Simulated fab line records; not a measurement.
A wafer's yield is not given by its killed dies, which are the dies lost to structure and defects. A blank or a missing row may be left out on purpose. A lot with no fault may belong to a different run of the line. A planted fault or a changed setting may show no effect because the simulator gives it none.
2 desks looking at one fault | flow sky130 | every desk sees just its own numbers, and what lay behind them comes last

== THE METROLOGY DESK ==
Means of the sampled wafers that have a number, per lot and without regard to the tool the lot ran on: this is what the gauges read. A lot is out of limits, marked OUT, if its mean lies more than 4 standard deviations from the usual mean; the brackets give that distance.
Columns: A = LDD_N_OVL at SKY_LDD_N_OVL_MEAS_07, usual -0.5 nm
lot  | first seen here | A
L405 | day 17 05:48    | 0.1
L416 | day 21 17:29    | -0.5
L422 | day 23 22:45    | 0.3
L423 | day 24 01:38    | 1.7
L427 | day 25 10:05    | 0.1
L428 | day 26 01:23    | 3.0
This desk's finding: nothing out of limits on any of the 6 lots.

== DESK OF THE TOOL OWNER: implanter-02 ==
SKY_LDD_N_IMPLANT_15, tool's own readings: per-lot mean of the sampled wafers with a number, covering each lot this tool ran. A lot is out of limits, marked OUT, if its mean lies more than 4 standard deviations from the usual mean; the brackets give that distance.
Columns: A = dose ions cm2 at SKY_LDD_N_IMPLANT_15, usual 5e+12; B = faraday current uA at SKY_LDD_N_IMPLANT_15, usual 28.3
lot  | first seen here | A                       | B
L416 | day 21 18:35    | 5e+12                   | 28.4
L422 | day 23 23:53    | 2e+12 (-99 or more) OUT | 12.4 (-28) OUT
L423 | day 24 02:44    | 2e+12 (-99 or more) OUT | 12.6 (-28) OUT
This desk's verdict: out of limits on L422, L423, starting with L422 at day 23 23:53 (dose ions cm2 at SKY_LDD_N_IMPLANT_15). In limits: L416.

== PUT TOGETHER ==
The tool owner's desk had the chance to raise an alarm at day 23 23:53 on L422, L423.
Nothing out of limits was seen by the metrology desk.
The metrology desk holds a record of L422, L423, inside its limits.
Every lot named ran SKY_LDD_N_IMPLANT_15 on implanter-02.

== WHAT THE SIMULATOR HAD INSERTED ==
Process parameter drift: implanter-02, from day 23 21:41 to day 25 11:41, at SKY_LDD_N_IMPLANT_15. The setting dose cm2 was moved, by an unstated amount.
Struck lots among those shown: L422, L423.
Hours from the fault's start to each desk's first reading out of limits: the tool owner's desk, 2.
